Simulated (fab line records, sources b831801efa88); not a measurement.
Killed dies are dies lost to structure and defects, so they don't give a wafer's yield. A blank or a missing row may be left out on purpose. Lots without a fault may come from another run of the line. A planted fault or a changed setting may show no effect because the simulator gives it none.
One fault seen from 2 desks | flow gf180mcu | each desk has only its own numbers; what lay behind them comes last

THE METROLOGY DESK
What the gauges read, lot by lot, whatever tool the lot ran on: means of the sampled wafers that have a number. A lot is out of limits, marked OUT, if its mean lies more than 4 standard deviations from the usual mean; the brackets give that distance.
Columns: A = V3_OVL at GF_V3_OVL_MEAS_15, usual -6 nm; B = V3_W_THK at GF_V3_THK_MEAS_25, usual 341 nm; C = cd_nm at GF_V4_CD_MEAS_14, usual 259.7 nm
lot  | first seen here | A   | B   | C
L343 | day 22 10:20    | 4   | 342 | 260.9
L344 | day 22 18:13    | -8  | 347 | 260.4
L345 | day 23 05:37    | -15 | 349 | 259.9
L346 | day 23 08:04    | 1   | 343 | 260.6
L347 | day 23 20:46    | -6  | 346 | 260.9
L348 | day 24 05:25    | -11 | 335 | 259.0
L349 | day 24 13:16    | -3  | 344 | 260.2
L350 | day 24 20:59    | -2  | 341 | 259.9
L353 | day 25 17:31    | -14 | 346 | 258.7
L364 | day 29 01:47    | -2  | 331 | 260.0
L365 | day 29 09:11    | -3  | 345 | 259.3
L366 | day 29 16:51    | -13 | 336 | 259.7
This desk's finding: nothing out of limits on any of the 12 lots.

THE TOOL OWNER'S DESK: cmp-01
The tool's own readings at GF_V4_CMP_04 (polishes SiO2): means of the sampled wafers that have a number, for each lot that ran on this tool. A lot is out of limits, marked OUT, if its mean lies more than 4 standard deviations from the usual mean; the brackets give that distance.
Columns: A = motor_current_A at GF_V4_CMP_04, usual 12.1 A; B = platen_rpm at GF_V4_CMP_04, usual 60.00 rpm; C = slurry_flow_ml_min at GF_V4_CMP_04, usual 150.0; D = time_to_endpoint_s at GF_V4_CMP_04, usual 81 s
lot  | first seen here | A    | B     | C     | D
L344 | day 23 19:45    | 13.2 | 60.00 | 149.6 | 82
L347 | day 24 21:46    | 11.3 | 60.05 | 150.0 | 82
L348 | day 25 05:47    | 11.8 | 60.00 | 150.1 | 83
L349 | day 25 12:46    | 11.8 | 60.00 | 150.0 | 82
L353 | day 26 17:40    | 11.8 | 60.00 | 149.9 | 56 (-4.2) OUT
L365 | day 30 06:26    | 12.9 | 59.98 | 149.3 | 78
This desk's finding: out of limits on L353; first on L353, day 26 17:40 (time_to_endpoint_s at GF_V4_CMP_04). In limits: L344, L347, L348, L349, L365.

PUT TOGETHER
The tool owner's desk could have raised an alarm at day 26 17:40, on L353.
The metrology desk saw nothing out of limits.
The metrology desk has L353 on record, within its limits.
Of the lots named, all ran GF_V4_CMP_04 on cmp-01.

WHAT THE SIMULATOR HAD PUT IN
Process parameter drift: cmp-01, from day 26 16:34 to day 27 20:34, at GF_V4_CMP_04. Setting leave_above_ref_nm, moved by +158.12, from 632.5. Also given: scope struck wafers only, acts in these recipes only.
Lots struck among those shown: L353.
Hours from the fault's start to each desk's first reading out of limits: the tool owner's desk, 1.
